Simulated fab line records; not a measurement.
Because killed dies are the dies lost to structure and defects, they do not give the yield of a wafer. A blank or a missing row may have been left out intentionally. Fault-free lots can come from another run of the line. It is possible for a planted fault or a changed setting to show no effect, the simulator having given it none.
Chamber matching | flow sky130 | SKY_VIA1_CMP_02 on cmp-02 has 4 sister chambers
The step polishes SiO2. 18 wafers are shown with their chamber, then 9 later ones without.

## EACH WAFER AND ITS CHAMBER
wafer  | chamber | motor_current_A (A)
L075.1 | 1       | 12.5
L075.2 | 2       | 11.9
L075.6 | 3       | 12.3
L076.1 | 0       | 10.5
L076.4 | 2       | 12.0
L076.6 | 1       | 11.8
L079.2 | 0       | 10.9
L079.4 | 2       | 12.2
L079.6 | 0       | 11.0
L082.1 | 2       | 11.8
L082.5 | 1       | 11.9
L082.6 | 0       | 11.1
L081.3 | 0       | 10.8
L081.5 | 0       | 10.3
L081.6 | 1       | 12.3
L086.2 | 1       | 11.2
L086.4 | 3       | 12.7
L086.5 | 3       | 12.6

SIGNATURES (averages over the wafers above)
reading         | chamber 0 | chamber 1 | chamber 2 | chamber 3 | scatter within a chamber
motor_current_A | 10.767    | 11.940    | 11.975    | 12.533    | 0.344
Rule: a wafer lies at a distance from a chamber equal to the root of the sum of squares, over the readings, of (its reading less the chamber's mean, divided by the reading's scatter). The wafer belongs to the nearest chamber; if the next one is less than 2 further off, it can't be placed. The scatter: take each reading less its chamber's mean, square it, sum over the shown wafers, divide by the number of wafers less the number of chambers, and take the root.

## WAFERS WITH NO CHAMBER GIVEN
wafer  | motor_current_A (A)
L085.2 | 12.3
L085.3 | 10.0
L085.4 | 12.0
L089.3 | 12.4
L089.4 | 11.7
L089.6 | 12.6
L090.3 | 12.3
L090.4 | 12.0
L090.5 | 12.2

## EACH ONE'S CHAMBER
wafer  | from the rows above          | in truth
L085.2 | can't be placed: 3 or 2 or 1 | 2
L085.3 | 0                            | 0
L085.4 | can't be placed: 2 or 1 or 3 | 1
L089.3 | can't be placed: 3 or 2 or 1 | 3
L089.4 | can't be placed: 1 or 2 or 3 | 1
L089.6 | can't be placed: 3 or 2 or 1 | 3
L090.3 | can't be placed: 3 or 2 or 1 | 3
L090.4 | can't be placed: 2 or 1 or 3 | 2
L090.5 | can't be placed: 2 or 1 or 3 | 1
Correct placement for 1 of the 9. Not placeable from these rows: 8 (in 8, the candidates include the true chamber). 0 placed wrongly.
